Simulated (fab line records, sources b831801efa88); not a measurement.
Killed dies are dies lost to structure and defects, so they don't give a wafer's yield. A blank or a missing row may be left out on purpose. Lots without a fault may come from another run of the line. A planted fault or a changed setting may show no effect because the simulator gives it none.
One fault seen from 2 desks | flow gf180mcu | each desk has only its own numbers; what lay behind them comes last

THE TOOL OWNER'S DESK: rie_diel-03
The tool's own readings at GF_V5_ETCH_16 (etches BARC in N2/H2): means of the sampled wafers that have a number, for each lot that ran on this tool. A lot is out of limits, marked OUT, if its mean lies more than 4 standard deviations from the usual mean; the brackets give that distance.
Columns: A = bias_w at GF_V5_ETCH_16, usual 100.0 W; B = drypump_motor_current_A at GF_V5_ETCH_16, usual 5.5 A; C = oes_product_au at GF_V5_ETCH_16, usual 0.856 a.u.; D = throttle_valve_pct at GF_V5_ETCH_16, usual 13.224 %
lot  | first seen here | A              | B   | C     | D
L942 | day 28 15:48    | 100.0          | 5.2 | 0.854 | 13.225
L951 | day 31 05:32    | 95.5 (-14) OUT | 5.2 | 0.857 | 13.226
L955 | day 32 04:35    | 95.5 (-14) OUT | 5.3 | 0.857 | 13.220
This desk's finding: out of limits on L951, L955; first on L951, day 31 05:32 (bias_w at GF_V5_ETCH_16). In limits: L942.

THE METROLOGY DESK
What the gauges read, lot by lot, whatever tool the lot ran on: means of the sampled wafers that have a number. A lot is out of limits, marked OUT, if its mean lies more than 4 standard deviations from the usual mean; the brackets give that distance.
Columns: A = V5_BOW at GF_V5_BOW_MEAS_05, usual 134 um; B = cd_nm at GF_V5_CD_MEAS_14, usual 260.1 nm; C = V5_OVL at GF_V5_OVL_MEAS_15, usual 2 nm
lot  | first seen here | A   | B     | C
L941 | day 27 16:42    | 134 | 261.1 | 2
L942 | day 27 19:41    | 125 | 260.0 | 1
L951 | day 30 10:59    | 140 | 258.6 | 5
L954 | day 31 06:35    | 130 | 259.6 | -1
L955 | day 31 11:35    | 137 | 261.0 | 1
L960 | day 32 13:11    | 133 | 260.0 | 4
This desk's finding: nothing out of limits on any of the 6 lots.

PUT TOGETHER
The tool owner's desk could have raised an alarm at day 31 05:32, on L951, L955.
The metrology desk saw nothing out of limits.
The metrology desk has L951, L955 on record, within its limits.
Of the lots named, all ran GF_V5_ETCH_16 on rie_diel-03.

WHAT THE SIMULATOR HAD PUT IN
Process parameter drift: rie_diel-03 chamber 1, from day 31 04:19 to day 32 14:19, at GF_V5_ETCH_16. Setting bias_w, moved by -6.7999, from 100. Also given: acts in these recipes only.
Lots struck among those shown: L951, L955.
Hours from the fault's start to each desk's first reading out of limits: the tool owner's desk, 1.
